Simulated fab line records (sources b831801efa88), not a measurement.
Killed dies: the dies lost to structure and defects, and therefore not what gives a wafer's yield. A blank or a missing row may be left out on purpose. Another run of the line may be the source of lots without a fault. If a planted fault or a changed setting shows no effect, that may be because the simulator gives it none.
Comparing a struck lot with a sound one	flow sky130	27 out of 708 route steps
Sound: the wafers L849.1, L849.3, L849.5. Wafers struck: L841.3, L841.5, L841.6. Last of all comes the cause.
Per side, at each step with rows, come the tool, then ch with its chambers, and then its first start. Under that, the readings that differ: sound wafers	struck wafers	difference of the means	sigmas: that difference in standard deviations of wafers without a fault.
alike: words and numbers the same on both sides, and readings whose means are apart by under 2 such deviations; not compared: readings that were withheld, readings missing a value for some wafer, numbers with overlapping values and no deviation given by the record, and bounds like >300 which may hide the same value.
A row with sigmas, a row that says differs or no value, or rows on one side alone: a step with any of these is where the two part. Non-overlapping numbers with no deviation appear without sigmas and do not part them. A reading missing from all wafers of one side parts the sides only when that side holds two or more wafers.

first, 9 steps without rows for these wafers: SKY_METAL4_DESCUM_15 (chemistry O2, time 8 s); SKY_METAL4_ETCH_16 (etches BARC in N2/H2, stops on SiO2, time 88.2 s, target depth 60 nm); SKY_METAL4_ETCH_17 (etches SiO2 in C4F8/O2/Ar, stops on TiN, time 3.9 s, target depth 15 nm); SKY_METAL4_METAL_ETCH_18 (etches the open film in Cl2/BCl3, stops on SiO2, target depth 845 nm, time 183.1 s); SKY_METAL4_STRIP_19 (strips in O2/N2); SKY_METAL4_STRIP_20 (strips in post etch residue remover, time 1200 s); SKY_METAL4_CLEAN_21 (cleans in IPA, time 180 s); SKY_METAL4_CLEAN_22 (cleans in O3/DIW); SKY_VIA4_HDPCVD_00 (deposits SiO2, target thk 1750 nm, time 291.7 s).
SKY_VIA4_CMP_02: polishes SiO2.
  sound on cmp-02 ch 0,2,3, day 47 18:31; struck on cmp-01 ch 0,1,3, day 45 18:49
  no value came back on the struck wafers for edge_zone_pressure_frac, head_pressure_psi (psi), motor_current_A (A); on the sound wafers edge_zone_pressure_frac reads 0.996 0.999 1.009
reading	sound	struck	difference	sigmas
model.SiO2_of_VIA4_HDPCVD_00.thk_nm (nm)	578.7 581.3 581.7	1757 1748 1728	+1164	
SKY_VIA4_BOW_MEAS_03:
  sound on film_metro-02, day 47 18:43; struck on film_metro-04, day 45 19:00
reading	sound	struck	difference	sigmas
VIA4_BOW (um)	81 74 70	119 122 121	+46	+5
then, 7 steps without rows for these wafers: SKY_VIA4_DEHYDRATE_04 (time 60 s); SKY_VIA4_HMDS_05 (prime time 60 s); SKY_VIA4_COAT_06 (resist thk 1140 nm); SKY_VIA4_SOFTBAKE_07 (time 60 s); SKY_VIA4_EXPOSE_08 (exposes mask VIM4, target cd 800 nm); SKY_VIA4_PEB_09; SKY_VIA4_DEVELOP_10 (develop time 60 s).
SKY_VIA4_ETCH_12: etches SiO2 in C4F8/O2/Ar, stops on TiN, target depth 580 nm.
  sound on rie_diel-01 ch 0,2,3, day 48 13:59; struck on rie_diel-01 ch 1,2,3, day 46 15:39
reading	sound	struck	difference	sigmas
oes_product_au (a.u.)	0.928 0.927 0.926	1.619 1.648 1.612	+0.699	+99 or more
model.etch.depth_nm (nm)	578.7 581.3 581.7	647.8 665.9 647.7	+73.2	
model.VIA4.feature_depth_nm (nm)	578.7 581.3 581.7	647.8 665.9 647.7	+73.2	
  alike: chamber_pressure_mTorr
then, 6 steps without rows for these wafers: SKY_VIA4_STRIP_13 (strips in O2/N2); SKY_VIA4_STRIP_14 (strips in post etch residue remover, time 1200 s); SKY_VIA4_CLEAN_15 (cleans in IPA, time 180 s); SKY_VIA4_CLEAN_16 (cleans in O3/DIW); SKY_VIA4_SPUTTER_17 (material TiN, target thk 20 nm, time 80 s); SKY_VIA4_CVD_18 (deposits W, target thk 505 nm, time 152.14 s).
SKY_VIA4_CMP_21: polishes, stops on SiO2, t overpolish 25 s, target thk 0 nm.
  sound on cmp-01 ch 0,1,2, day 48 15:08; struck on cmp-02 ch 1,2,3, day 46 16:49
reading	sound	struck	difference	sigmas
model.SiO2_of_VIA4_HDPCVD_00.thk_nm (nm)	573.2 575.8 576.2	1752 1743 1722	+1164	
  alike: edge_zone_pressure_frac, head_pressure_psi, motor_current_A
-- the record jumps here: 3 days lie between the struck wafers' starts before and after (it left off in module VIA4 and takes up again in module PAD_OPEN, whose first step shown is number 708 of the route) --
SKY_PAD_OPEN_PROBE_99:
  sound on prober-01, day 50 21:26; struck on prober-01, day 49 05:36
reading	sound	struck	difference	sigmas
defect_limited_yield (%)	80.7 82.9 85.2	0 0 0	-83	-39
killed_at_M4_up	6 7 5	410 417 405	+405	+99 or more
killed_dies	95 84 73	492 492 492	+408	+37
killed_on_rim	25 15 12	96 96 96	+79	+21
sort_bin_5_function (%)	9.1 10.4 9.3	94.9 94.5 90.9	+83.8	+52
sort_n_pass	397 408 419	0 0 0	-408	-37
sort_yield_pct (%)	80.7 82.9 85.2	0 0 0	-83	-39
  alike: killed_at_M0_to_M3, killed_at_contacts, killed_at_front_end, killed_at_other, killed_open, killed_short, sort_bin_3_pad_short, sort_bin_6_memory

## WHERE THEY PART
Earliest at SKY_VIA4_CMP_02; latest, in this record, at SKY_PAD_OPEN_PROBE_99.

WHY: whatever the simulator had introduced
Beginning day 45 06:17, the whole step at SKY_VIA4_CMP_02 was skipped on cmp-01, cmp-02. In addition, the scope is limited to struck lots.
